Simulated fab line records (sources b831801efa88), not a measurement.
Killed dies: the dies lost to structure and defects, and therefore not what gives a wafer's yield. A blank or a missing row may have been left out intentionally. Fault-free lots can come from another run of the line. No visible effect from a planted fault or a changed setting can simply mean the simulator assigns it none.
Problem report, 8D (eight disciplines) form, completed by code | flow sfq line | the parts of the form that need people (team, actions taken, sign-off) are left out

== 1. WHAT IS WRONG ==
A mean of 0.719 a.u. is read at SFQ_TRILAYER_I3_VIA_BARC_OPEN_VIA_ETCH_121 for oes product au, taken on 1 wafer of 1 lot, against 0.685 a.u. (standard deviation 0.0046) on wafers free of any fault. Measured from the usual mean, that is +7.4 standard deviations.
The step: etches BARC in O2, target depth 125 nm, time 41.7 s.
First observed at day 47 09:43: wafer L901.1, on rie diel-04. The record has a number at this step for 39 wafers belonging to 13 lots. Rule for "out" (also "out of limits"): further than 4 standard deviations from the usual mean. The other wafers with a number count as sound.

== 2. WHAT IT IS AND WHAT IT IS NOT ==
question                    | is                | is not
which readings at this step | oes product au    | drypump motor current A
which lots                  | L901              | L890, L891, L892, L893, L894, L898, L899, L908, L909, L911, L912, L913
which wafers of those lots  | L901.1            | L901.3, L901.6
read on which tools         | rie diel-04       | rie diel-01, rie diel-02
when                        | from day 47 09:43 | up to then (23 sound wafers); but 15 sound wafers of L908, L909, L911, L912, L913 came after

== 3. WHAT RULES OUT EACH SUSPECT ==
Counting: any tool at a process step up to the reading remains a suspect provided it ran every lot that is out. Sound lots after the first of them don't rule it out here, since some wafers of a struck lot are sound.
- film metro-03 at SFQ_TRILAYER_I3_METRO_MEASURE_083: kept. The lot that is out, L901, ran on it at day 40 19:52; the last sound lot it ran before that was L893, at day 37 21:29.
- litho track-02 at SFQ_TRILAYER_I3_VIA_LITHO_COAT_090 (resist thk 62 nm): kept. The lot that is out, L901, ran on it at day 40 21:04; the last sound lot it ran before that was L899, at day 39 22:40.
- rie diel-04 at SFQ_TRILAYER_I3_VIA_BARC_OPEN_VIA_ETCH_121 (etches BARC in O2, target depth 125 nm, time 41.7 s): kept. The lot that is out, L901, ran on it at day 47 09:43; the last sound lot it ran before that was L898, at day 46 05:07. Its own oes product au readings are out on those wafers.
- The sound lot-mates ran in chamber 1 of rie diel-04 at SFQ_TRILAYER_I3_VIA_BARC_OPEN_VIA_ETCH_121, but the wafers that are out ran in chamber 2.
After the count, these remain: film metro-03 at SFQ_TRILAYER_I3_METRO_MEASURE_083, litho track-02 at SFQ_TRILAYER_I3_VIA_LITHO_COAT_090 and rie diel-04 at SFQ_TRILAYER_I3_VIA_BARC_OPEN_VIA_ETCH_121.

== 4. THE CAUSE (what the simulator had put in) ==
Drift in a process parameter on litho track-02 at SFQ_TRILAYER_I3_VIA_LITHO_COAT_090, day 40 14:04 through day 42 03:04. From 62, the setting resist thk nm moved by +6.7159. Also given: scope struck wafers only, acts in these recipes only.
This tool is one of the 3 suspects left after counting.

== 5. SEQUENCE OF EFFECTS, ordered by route ==
Each row: a reading whose mean over the struck wafers that have a number lies more than 3 standard deviations from the usual. Only readings whose record carries a usual standard deviation are examined. hours: median over the lots of the time between each lot's start at the first step of this table that gives one and its start at this step. sigmas: the change, counted in usual standard deviations.
hours | step                                       | reading        | usual      | on struck wafers | change | sigmas
0     | SFQ_TRILAYER_I3_VIA_BARC_OPEN_VIA_ETCH_121 | oes product au | 0.685 a.u. | 0.719            | +0.034 | +7.4
The process steps in it:
- SFQ_TRILAYER_I3_VIA_BARC_OPEN_VIA_ETCH_121: etches BARC in O2, target depth 125 nm, time 41.7 s.
Later steps that measure or inspect, where all struck wafers having a row at the step show a number for every such reading and not one has moved that far: SFQ_M4_OVL_MEAS_926.

== 6. HOW IT WOULD HAVE BEEN CAUGHT EARLIER ==
First out-of-limits reading in this record: day 47 09:43, which is 164 hours after fault onset at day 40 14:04.
Tool readings at SFQ_TRILAYER_I3_VIA_LITHO_COAT_090 with a usual standard deviation given in the record: none out on any struck wafer, hence no alarm at a limit of 4 standard deviations on them.
By day 47 09:43 the whole set of lots that are out, 1 in number, had already begun SFQ_TRILAYER_I3_VIA_LITHO_COAT_090 on litho track-02. Had the tool been put on hold then, not one of them would have been saved.
